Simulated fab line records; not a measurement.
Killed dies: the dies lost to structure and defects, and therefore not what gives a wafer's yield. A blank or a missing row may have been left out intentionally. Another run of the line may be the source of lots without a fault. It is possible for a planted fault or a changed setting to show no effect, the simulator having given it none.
Problem report in the 8D (eight disciplines) form, filled by code + flow sky130 + the parts of the form that need people (team, actions taken, sign-off) are left out

1. WHAT IS WRONG
Wafers without a fault read 0.4000 Pa, standard deviation 0.00085; chamber_pressure_pa at SKY_CAP2M_SPUTTER_02 reads a mean of 0.4721 Pa on 2 wafers belonging to 2 lots. That is +85 standard deviations from the usual mean.
The step: material TiN, target thk 200 nm, time 166.7 s.
Earliest sighting: wafer L827.3 on pvd_sputter-01 at day 43 17:27. Wafers with a number at this step in the record: 12, from 4 lots. By rule, "out" or "out of limits" means more than 4 standard deviations away from the usual mean. Any other wafer with a number is counted as sound.

2. WHAT THIS IS AND IS NOT
| question                    | is                  | is not                                                                   |
|-----------------------------|---------------------|--------------------------------------------------------------------------|
| which readings at this step | chamber_pressure_pa | -                                                                        |
| which lots                  | L827, L828          | L818, L832                                                               |
| which wafers of those lots  | L827.3, L828.5      | L827.2, L827.5, L828.3, L828.6                                           |
| read on which tools         | pvd_sputter-01      | pvd_sputter-02                                                           |
| when                        | from day 43 17:27   | up to then (5 sound wafers); but 5 sound wafers of L828, L832 came after |

3. WHAT RULES OUT EACH SUSPECT
Counting: a tool at a process step up to the reading stays a suspect if it ran every lot that is out. Sound lots after the first of them don't rule it out here, since some wafers of a struck lot are sound.
- pvd_sputter-01 at SKY_CAP2M_SPUTTER_02 (material TiN, target thk 200 nm, time 166.7 s): kept. Ran every lot that is out, first one L827 (day 43 17:27); last sound lot up to then L818 (day 41 05:37). On those wafers its own readings are out: chamber_pressure_pa.
Left after counting: pvd_sputter-01 at SKY_CAP2M_SPUTTER_02.

4. THE CAUSE (what the simulator had put in)
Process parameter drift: pvd_sputter-01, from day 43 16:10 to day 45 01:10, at SKY_CAP2M_SPUTTER_02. Setting chamber_pressure_pa, moved by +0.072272, from 0.4. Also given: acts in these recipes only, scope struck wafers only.
This tool alone remained once counting was done.

5. THE EFFECT CHAIN, in route order
Each row: a reading whose mean over the struck wafers that have a number lies more than 3 standard deviations from the usual. Readings are gone through only where the record gives a usual standard deviation; hours: the median, over the lots, of the time from a lot's start at the first step in this table giving one to that lot's start at this step; sigmas: the change measured in usual standard deviations.
| hours | step                 | reading             | usual     | on struck wafers | change  | sigmas |
|-------|----------------------|---------------------|-----------|------------------|---------|--------|
| 0     | SKY_CAP2M_SPUTTER_02 | chamber_pressure_pa | 0.4000 Pa | 0.4721           | +0.0721 | +85    |
| 0     | SKY_CAP2M_SPUTTER_02 | throttle_valve_pct  | 30.2 %    | 27.5             | -2.7    | -3.1   |
Here are the process steps it includes:
- SKY_CAP2M_SPUTTER_02: material TiN, target thk 200 nm, time 166.7 s.
At these later measuring or inspecting steps, every struck wafer for which the step has a row has a number for every such reading, and none has moved that far: SKY_CAP2M_RS_MEAS_03.

6. HOW IT WOULD HAVE BEEN CAUGHT EARLIER
In this record the first reading out of limits was taken at day 43 17:27, 1 hour after the fault began at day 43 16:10.
